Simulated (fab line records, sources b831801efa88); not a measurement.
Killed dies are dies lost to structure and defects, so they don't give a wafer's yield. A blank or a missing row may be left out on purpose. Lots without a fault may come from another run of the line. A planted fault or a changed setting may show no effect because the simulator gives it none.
Chamber matching | flow sky130 | SKY_VIA3_CMP_24 on cmp-01: 4 sister chambers
The step polishes, stops on SiO2, t overpolish 20 s, target thk 0 nm. 14 wafers are shown with their chamber, then 7 later ones without.

WAFERS WITH THEIR CHAMBER
wafer  | chamber | motor_current_A (A) | time_to_endpoint_s (s) | overpolish_run_s (s)
L768.1 | 3       | 15.0                | 98                     | 19.998
L768.4 | 2       | 12.9                | 93                     | 20.005
L768.5 | 1       | 11.5                | 100                    | 20.009
L773.2 | 0       | 12.3                | 99                     | 20.001
L773.5 | 3       | 14.3                | 94                     | 19.992
L773.6 | 2       | 12.3                | 91                     | 19.990
L774.3 | 3       | 13.9                | 98                     | 19.995
L774.5 | 2       | 12.8                | 97                     | 20.005
L774.6 | 1       | 11.2                | 102                    | 20.008
L775.1 | 1       | 11.8                | 105                    | 20.004
L775.3 | 2       | 12.3                | 96                     | 20.017
L775.4 | 3       | 14.2                | 103                    | 19.985
L777.2 | 1       | 11.5                | 101                    | 19.997
L777.3 | 3       | 13.3                | 96                     | 19.989

SIGNATURES (means of the wafers above)
reading            | chamber 0 | chamber 1 | chamber 2 | chamber 3 | scatter within a chamber
motor_current_A    | 12.300    | 11.500    | 12.575    | 14.140    | 0.449
time_to_endpoint_s | 99.00     | 102.00    | 94.25     | 97.80     | 2.86
overpolish_run_s   | 20.00100  | 20.00450  | 20.00425  | 19.99180  | 0.00747
Rule: a wafer's distance from a chamber is the root of the sum, over the readings, of the square of ((its reading less the chamber's mean) divided by the reading's scatter). The wafer belongs to the nearest chamber; if the next one is less than 2 further off, it can't be placed. The scatter: the root of (the sum of the squares of (reading less its chamber's mean) over the shown wafers, divided by (wafers less chambers)).

WAFERS WITHOUT THEIR CHAMBER
wafer  | motor_current_A (A) | time_to_endpoint_s (s) | overpolish_run_s (s)
L777.6 | 11.5                | 96                     | 20.018
L783.2 | 14.4                | 96                     | 19.993
L783.3 | 11.7                | 94                     | 19.991
L783.6 | 14.5                | 94                     | 19.995
L790.1 | 12.7                | 91                     | 19.999
L790.4 | 12.1                | 95                     | 20.007
L790.6 | 12.1                | 87                     | 19.989

WHICH CHAMBER EACH WENT THROUGH
wafer  | from the rows above          | in truth
L777.6 | can't be placed: 1 or 0 or 2 | 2
L783.2 | 3                            | 3
L783.3 | can't be placed: 0 or 2 or 1 | 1
L783.6 | 3                            | 3
L790.1 | can't be placed: 2 or 0      | 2
L790.4 | can't be placed: 2 or 0 or 1 | 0
L790.6 | can't be placed: 2 or 0      | 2
Placed correctly: 2 of 7. Can't be placed from these rows: 5 (the true chamber is among the candidates in 5). Placed wrongly: 0.
